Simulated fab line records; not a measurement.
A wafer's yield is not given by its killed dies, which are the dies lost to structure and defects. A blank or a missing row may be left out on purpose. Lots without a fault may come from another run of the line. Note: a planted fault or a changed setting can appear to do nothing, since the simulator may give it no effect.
fab line records | flow sky130
record lots=14 wafers=42 last-day=50
route steps=708 shown VT_ADJUST_LVTN@101 CONTACT@406 METAL2@488
lots with no fault: from the same line, run without faults
start-h: hours from the record's opening day to when the first of the lot's shown wafers began | wait-h: hours from the lot's prior step to this one | " same as the row above | L1.1+2: a row that stands for several wafers | - value missing, or start not given | * or withheld: withheld | < > ~ a bound
route shown NAME@n: NAME is a module with steps in the file, n the number in the route of the first one | usual: mean/standard deviation taken from wafers without a fault | same: alike in all rows | chamber/n: place in a boat | sites: per-site readings | _std_site: the standard deviation of these | _edge_site: the outer-site mean with the inner-site mean subtracted | radius-mm: how far each site lies from the wafer's centre | mask NAME#n: copy n | behind: the tool/chamber that last shaped the wafer | hold: what put the lot on hold/how long, in hours/how the hold closed | device: whichever transistor did not switch (one of n, p or np) | end of line: tests run on the same wafers once the route is complete | a step without rows: its recipe alone | killed: the dies lost at the first sort to structure and to defects; this is not the yield of the wafer | map: per-die view of a wafer (x killed, . not killed, _ where there is no die)
set.NAME: the run value of the setting; set.NAME@STEP: its run value at that earlier step | model.NAME: the simulator's own value behind a step, which no gauge read
one table for each step of the route and one row for each wafer, over a sample of lots
services: when a tool's chamber went out of use (start-h, in hours from the record's first day, below 0 if earlier), for how many hours, and the reason
## steps
# step SKY_VT_ADJUST_LVTN_EXPOSE_04
# recipe mask-id=NWM_COMPLEMENT_LESS_NATIVE na=0.6 source-shape=conventional sigma-outer=0.6 polarization=unpolarized target-cd-nm=840 dose-mj=194
# usual exposure-dose-mJ-cm2=194.02/0.17 focus-offset-nm=0.0/0.59 sigma-outer=0.6/0
# columns lot.wafer tool chamber start-h wait-h mask exposure-dose-mJ-cm2 focus-offset-nm sigma-outer
L454.1 iline-stepper-01 0 140.91 - NWM_COMPLEMENT_LESS_NATIVE#0 193.97 0.2 0.6
L454.4 " 0 " " NWM_COMPLEMENT_LESS_NATIVE#0 194.07 0.9 0.6
L454.6 " 0 " " NWM_COMPLEMENT_LESS_NATIVE#0 193.86 -0.2 0.6
L455.4 iline-stepper-02 0 148.14 - NWM_COMPLEMENT_LESS_NATIVE#0 194.15 -0.5 0.6
L455.5 " 0 " " NWM_COMPLEMENT_LESS_NATIVE#0 194.00 0.2 0.6
L455.6 " 0 " " NWM_COMPLEMENT_LESS_NATIVE#0 193.97 0.0 0.6
L456.1 iline-stepper-02 0 149.91 - NWM_COMPLEMENT_LESS_NATIVE#0 194.01 1.7 0.6
L456.5 " 0 " " NWM_COMPLEMENT_LESS_NATIVE#0 193.90 1.3 0.6
L456.6 " 0 " " NWM_COMPLEMENT_LESS_NATIVE#0 194.41 0.6 0.6
L457.1 iline-stepper-02 0 160.96 - NWM_COMPLEMENT_LESS_NATIVE#0 193.81 0.0 0.6
L457.4 " 0 " " NWM_COMPLEMENT_LESS_NATIVE#0 193.85 -0.2 0.6
L457.6 " 0 " " NWM_COMPLEMENT_LESS_NATIVE#0 193.80 0.2 0.6
L458.1 iline-stepper-02 0 169.03 - NWM_COMPLEMENT_LESS_NATIVE#0 193.82 -0.1 0.6
L458.2 " 0 " " NWM_COMPLEMENT_LESS_NATIVE#0 193.93 0.7 0.6
L458.4 " 0 " " NWM_COMPLEMENT_LESS_NATIVE#0 193.77 0.7 0.6
L460.1 iline-stepper-02 0 178.03 - NWM_COMPLEMENT_LESS_NATIVE#0 193.91 -0.7 0.6
L460.2 " 0 " " NWM_COMPLEMENT_LESS_NATIVE#0 194.10 -0.5 0.6
L460.3 " 0 " " NWM_COMPLEMENT_LESS_NATIVE#0 194.32 -0.1 0.6
L461.2 iline-stepper-01 0 184.58 - NWM_COMPLEMENT_LESS_NATIVE#0 193.89 -0.4 0.6
L461.3 " 0 " " NWM_COMPLEMENT_LESS_NATIVE#0 194.27 0.7 0.6
L461.5 " 0 " " NWM_COMPLEMENT_LESS_NATIVE#0 193.95 0.6 0.6
L463.1 iline-stepper-02 0 193.98 - NWM_COMPLEMENT_LESS_NATIVE#0 193.89 -0.2 0.6
L463.3 " 0 " " NWM_COMPLEMENT_LESS_NATIVE#0 194.26 -1.1 0.6
L463.6 " 0 " " NWM_COMPLEMENT_LESS_NATIVE#0 193.97 -0.1 0.6
L464.3 iline-stepper-01 0 197.90 - NWM_COMPLEMENT_LESS_NATIVE#0 194.03 -1.0 0.6
L464.4 " 0 " " NWM_COMPLEMENT_LESS_NATIVE#0 194.05 0.0 0.6
L464.6 " 0 " " NWM_COMPLEMENT_LESS_NATIVE#0 194.21 -0.1 0.6
L466.3 iline-stepper-01 0 220.97 - NWM_COMPLEMENT_LESS_NATIVE#0 193.75 -0.6 0.6
L466.5 " 0 " " NWM_COMPLEMENT_LESS_NATIVE#0 193.75 0.8 0.6
L466.6 " 0 " " NWM_COMPLEMENT_LESS_NATIVE#0 193.76 0.2 0.6
L473.3 iline-stepper-02 - 267.37 - NWM_COMPLEMENT_LESS_NATIVE#0 - - -
L473.4 " - " " NWM_COMPLEMENT_LESS_NATIVE#0 - - -
L473.5 " - " " NWM_COMPLEMENT_LESS_NATIVE#0 - - -
L474.3 iline-stepper-02 - 272.35 - NWM_COMPLEMENT_LESS_NATIVE#0 - - -
L474.4 " - " " NWM_COMPLEMENT_LESS_NATIVE#0 - - -
L474.6 " - " " NWM_COMPLEMENT_LESS_NATIVE#0 - - -
L475.2 iline-stepper-02 0 277.95 - NWM_COMPLEMENT_LESS_NATIVE#0 194.25 -0.7 0.6
L475.5 " 0 " " NWM_COMPLEMENT_LESS_NATIVE#0 193.79 -1.0 0.6
L475.6 " 0 " " NWM_COMPLEMENT_LESS_NATIVE#0 193.89 -0.4 0.6
L476.2 iline-stepper-02 0 280.13 - NWM_COMPLEMENT_LESS_NATIVE#0 194.42 0.4 0.6
L476.3 " 0 " " NWM_COMPLEMENT_LESS_NATIVE#0 194.07 -0.9 0.6
L476.5 " 0 " " NWM_COMPLEMENT_LESS_NATIVE#0 194.25 0.3 0.6
# step SKY_CONTACT_CVD_00
# recipe material=Si3N4 target-thk-nm=75 temp-c=400 time-s=withheld rf-w=450
# usual heater-power-w=713/71
# columns lot.wafer tool chamber start-h wait-h heater-power-w
L454.1 pecvd-02 2 715.63 0.0 711
L454.4 " 1 " " 866
L454.6 " 2 " " 726
L455.4 pecvd-01 1 724.03 0.0 797
L455.5 " 2 " " 686
L455.6 " 1 " " 841
L456.1 pecvd-03 0 730.59 0.0 680
L456.5 " 0 " " 698
L456.6 " 1 " " 707
L457.1 pecvd-02 2 742.31 0.0 629
L457.4 " 1 " " 868
L457.6 " 0 " " 609
L458.1 pecvd-03 0 762.01 0.0 753
L458.2 " 2 " " 729
L458.4 " 1 " " 656
L460.1 pecvd-01 1 772.13 0.0 778
L460.2 " 0 " " 619
L460.3 " 2 " " 727
L461.2 pecvd-01 2 782.49 0.0 751
L461.3 " 1 " " 860
L461.5 " 2 " " 752
L464.3 pecvd-03 2 794.72 0.0 752
L464.4 " 1 " " 709
L464.6 " 2 " " 755
L463.1 pecvd-02 0 795.67 0.0 737
L463.3 " 2 " " 615
L463.6 " 0 " " 765
L466.3 pecvd-01 1 820.63 0.0 690
L466.5 " 0 " " 622
L466.6 " 2 " " 744
L473.3 pecvd-01 0 872.40 0.0 627
L473.4 " 1 " " 792
L473.5 " 0 " " 626
L474.3 pecvd-02 2 875.01 0.0 747
L474.4 " 1 " " 755
L474.6 " 0 " " 663
L476.2 pecvd-03 1 878.20 0.0 676
L476.3 " 2 " " 708
L476.5 " 0 " " 780
L475.2 pecvd-01 1 882.48 0.0 784
L475.5 " 1 " " 781
L475.6 " 2 " " 707
# step SKY_METAL2_RS_MEAS_05
# recipe thk-meas-gauge=four-point-probe reads=TiN_of_METAL2_SPUTTER_04+Ti_of_METAL2_SPUTTER_03+AlCu_of_METAL2_SPUTTER_02+TiN_of_METAL2_SPUTTER_01+Ti_of_METAL2_SPUTTER_00
# usual METAL2_ALCU_RS=0.1266/0.0013
# columns lot.wafer tool chamber start-h wait-h METAL2_ALCU_RS[ohm/sq]
L454.1 film-metro-01 - 802.65 0.0 0.1252
L454.4 " - " " 0.1261
L454.6 " - " " 0.1270
L455.4 film-metro-04 - 811.08 0.1 0.1242
L455.5 " - " " 0.1248
L455.6 " - " " 0.1242
L456.1 film-metro-01 - 816.48 0.0 0.1247
L456.5 " - " " 0.1259
L456.6 " - " " 0.1263
L457.1 film-metro-04 - 829.28 0.0 0.1283
L457.4 " - " " 0.1273
L457.6 " - " " 0.1267
L458.1 film-metro-01 - 846.91 0.0 0.1269
L458.2 " - " " 0.1267
L458.4 " - " " 0.1270
L460.1 film-metro-04 - 856.67 0.0 0.1261
L460.2 " - " " 0.1255
L460.3 " - " " 0.1268
L461.2 film-metro-01 - 866.64 0.0 0.1288
L461.3 " - " " 0.1288
L461.5 " - " " 0.1286
L464.3 film-metro-02 - 879.31 0.1 0.1256
L464.4 " - " " 0.1266
L464.6 " - " " 0.1262
L463.1 film-metro-01 - 879.91 0.0 0.1290
L463.3 " - " " 0.1286
L463.6 " - " " 0.1291
L466.3 film-metro-04 - 903.92 0.1 0.1273
L466.5 " - " " 0.1273
L466.6 " - " " 0.1263
L473.3 film-metro-01 - 953.77 0.1 0.1243
L473.4 " - " " 0.1257
L473.5 " - " " 0.1252
L474.3 film-metro-02 - 956.69 0.1 0.1250
L474.4 " - " " 0.1244
L474.6 " - " " 0.1251
L476.2 film-metro-01 - 958.99 0.0 0.1273
L476.3 " - " " 0.1279
L476.5 " - " " 0.1271
L475.2 film-metro-02 - 962.17 0.0 0.1263
L475.5 " - " " 0.1264
L475.6 " - " " 0.1271
# step SKY_METAL2_THK_MEAS_06
# recipe thk-meas-gauge=xrf reads=AlCu_of_METAL2_SPUTTER_02
# usual METAL2_ALCU_THK=249.4/2.9
# columns lot.wafer tool chamber start-h wait-h METAL2_ALCU_THK[nm]
L454.1 film-metro-01 - 802.77 0.1 251.7
L454.4 " - " " 249.5
L454.6 " - " " 248.2
L455.4 film-metro-04 - 811.17 0.1 256.0
L455.5 " - " " 253.0
L455.6 " - " " 252.7
L456.1 film-metro-01 - 816.60 0.1 250.5
L456.5 " - " " 249.9
L456.6 " - " " 250.4
L457.1 film-metro-04 - 829.40 0.1 246.4
L457.4 " - " " 247.7
L457.6 " - " " 248.5
L458.1 film-metro-01 - 847.03 0.1 248.0
L458.2 " - " " 246.7
L458.4 " - " " 246.4
L460.1 film-metro-04 - 856.79 0.1 251.6
L460.2 " - " " 253.2
L460.3 " - " " 249.5
L461.2 film-metro-01 - 866.75 0.1 245.1
L461.3 " - " " 244.4
L461.5 " - " " 244.6
L464.3 film-metro-02 - 879.41 0.1 252.5
L464.4 " - " " 250.5
L464.6 " - " " 252.4
L463.1 film-metro-01 - 880.03 0.1 245.9
L463.3 " - " " 244.0
L463.6 " - " " 243.6
L466.3 film-metro-04 - 904.02 0.1 247.1
L466.5 " - " " 248.4
L466.6 " - " " 249.2
L473.3 film-metro-01 - 953.87 0.1 253.1
L473.4 " - " " 248.7
L473.5 " - " " 251.9
L474.3 film-metro-02 - 956.79 0.1 256.6
L474.4 " - " " 255.3
L474.6 " - " " 253.6
L476.2 film-metro-01 - 959.10 0.1 248.1
L476.3 " - " " 247.3
L476.5 " - " " 246.9
L475.2 film-metro-02 - 962.28 0.1 253.6
L475.5 " - " " 251.7
L475.6 " - " " 251.5
## services
# columns tool chamber start-h hours kind
pecvd-01 1 118.67 17.3 repair
pecvd-01 2 130.02 5.4 repair
pecvd-01 0 183.09 3.4 repair
pecvd-01 1 188.36 22.8 repair
iline-stepper-02 - 237.98 10.5 repair
iline-stepper-02 - 248.51 1.7 pm
pecvd-01 1 324.54 4.7 repair
pecvd-01 - 326.91 2.8 pm
iline-stepper-02 - 407.05 3.2 repair
pecvd-01 - 433.31 0.5 repair
pecvd-01 - 433.81 1.1 repair
pecvd-01 2 439.91 3.8 repair
pecvd-01 - 460.85 16.4 repair
iline-stepper-02 - 461.96 1.7 pm
iline-stepper-02 - 466.70 4.4 pm
iline-stepper-02 - 506.06 1.8 repair
pecvd-01 - 563.16 0.4 repair
pecvd-01 - 581.59 6.0 pm
pecvd-01 - 593.07 5.5 pm
pecvd-01 - 603.33 8.9 repair
iline-stepper-02 - 680.14 1.7 pm
iline-stepper-02 - 693.68 2.1 pm
iline-stepper-02 - 735.43 4.6 repair
iline-stepper-02 - 815.52 0.6 repair
## key
first-sign step=SKY_VT_ADJUST_LVTN_EXPOSE_04 reading=tool-record direction=missing
effect none on later readings
met-at SKY_VT_ADJUST_LVTN_EXPOSE_04
struck-lots L473,L474
sort-left-out L473.3,L473.4,L473.5,L474.3,L474.4,L474.6
tester-left-out L473,L474
not-acting-at SKY_CONTACT_CVD_00,SKY_METAL2_RS_MEAS_05,SKY_METAL2_THK_MEAS_06
onset-between 193.98 267.37
fault kind=skipped-step-whole tool=iline-stepper-02 chamber=- onset-h=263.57 steps=SKY_VT_ADJUST_LVTN_EXPOSE_04 scope=struck-lots-only
# tester-left-out: of these lots the tester's yield and bins aren't shown, on N5 and GAA mostly nor the transistor test; their killed dies are dies lost to structure and defects alone, not to doping, threshold or leakage, so they don't give the yield
# sort-left-out: the simulated sort isn't trusted on such a fault, so these wafers' sort isn't shown, and their yield isn't known
